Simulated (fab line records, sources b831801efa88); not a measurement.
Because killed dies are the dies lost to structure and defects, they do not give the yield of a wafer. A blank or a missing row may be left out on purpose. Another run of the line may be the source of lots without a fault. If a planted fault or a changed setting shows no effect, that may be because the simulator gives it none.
Which tool was responsible? || flow sky130 || 6 lots with 18 wafers sampled at 3 steps, on a route of 708 steps

WHAT EACH GAUGE READ, for each wafer
SKY_PASSIVATION_THK_MEAS_01.
{"lot": "L287", "measured": "day 45 01:52", "on": "film metro-04", "PASSIVATION_CVD_00_THK (nm)": "88.1 88.2 90.3"}
{"lot": "L285", "measured": "day 45 02:53", "on": "film metro-04", "PASSIVATION_CVD_00_THK (nm)": "89.7 90.1 91.5"}
{"lot": "L290", "measured": "day 45 23:02", "on": "film metro-02", "PASSIVATION_CVD_00_THK (nm)": "90.4 90.5 91.8"}
{"lot": "L294", "measured": "day 47 05:23", "on": "film metro-04", "PASSIVATION_CVD_00_THK (nm)": "142.0 142.0 144.8"}
{"lot": "L298", "measured": "day 47 22:41", "on": "film metro-03", "PASSIVATION_CVD_00_THK (nm)": "89.0 90.2 91.4"}
{"lot": "L303", "measured": "day 48 16:35", "on": "film metro-02", "PASSIVATION_CVD_00_THK (nm)": "90.2 89.7 91.5"}

WHICH TOOL RAN EACH LOT (tool, then ch and the chambers of the sampled wafers, then the start)
{"lot": "L287", "SKY_METAL5_STRIP_16": "plasma asher-04 ch 0, day 45 01:13", "SKY_PASSIVATION_CVD_00": "pecvd-03 ch 0,1,2, day 45 01:50"}
{"lot": "L285", "SKY_METAL5_STRIP_16": "plasma asher-01 ch 0,1, day 45 02:14", "SKY_PASSIVATION_CVD_00": "pecvd-04 ch 0,1, day 45 02:52"}
{"lot": "L290", "SKY_METAL5_STRIP_16": "plasma asher-03 ch 0,1, day 45 22:22", "SKY_PASSIVATION_CVD_00": "pecvd-01 ch 1,2, day 45 22:59"}
{"lot": "L294", "SKY_METAL5_STRIP_16": "plasma asher-03 ch 0,1, day 47 04:46", "SKY_PASSIVATION_CVD_00": "pecvd-01 ch 0,2, day 47 05:21"}
{"lot": "L298", "SKY_METAL5_STRIP_16": "plasma asher-03 ch 0,1, day 47 22:02", "SKY_PASSIVATION_CVD_00": "pecvd-04 ch 0,2, day 47 22:38"}
{"lot": "L303", "SKY_METAL5_STRIP_16": "plasma asher-01 ch 0,1, day 48 15:56", "SKY_PASSIVATION_CVD_00": "pecvd-04 ch 0,1, day 48 16:31"}
- SKY_METAL5_STRIP_16: strips in O2/N2.
- SKY_PASSIVATION_CVD_00: deposits SiO2, target thk 90 nm.

THE ANSWER, worked out from the rows above alone
Rule: the usual values come from the lots themselves. Put in order of their means at a reading, lots are off if they are a third of the lots or fewer, leave a main group of 4 or more, and stand apart from it by a gap of 3 or more times the standard deviation of the main group's means; of several such gaps the widest counts. A main group whose means are all the same, to the digits that the tables above print for the reading, isn't used. A lot without any number at a reading at which 4 lots or more have one is off too. Any other lot the step has rows for is counted as sound.
Off: L294, seen at SKY_PASSIVATION_THK_MEAS_01 (PASSIVATION_CVD_00_THK). Mean 90.2 nm and standard deviation 0.69 in the main group.
If a tool, at a process step before that reading, ran all the lots that are off and no sound lot after the first of them, it fits. Gauges at SKY_PASSIVATION_THK_MEAS_01: tried the same way as those tools. Undecided on this evidence; 2 tools fit (pecvd-01 at SKY_PASSIVATION_CVD_00, film metro-04 at SKY_PASSIVATION_THK_MEAS_01).

WHAT THE SIMULATOR HAD PUT IN
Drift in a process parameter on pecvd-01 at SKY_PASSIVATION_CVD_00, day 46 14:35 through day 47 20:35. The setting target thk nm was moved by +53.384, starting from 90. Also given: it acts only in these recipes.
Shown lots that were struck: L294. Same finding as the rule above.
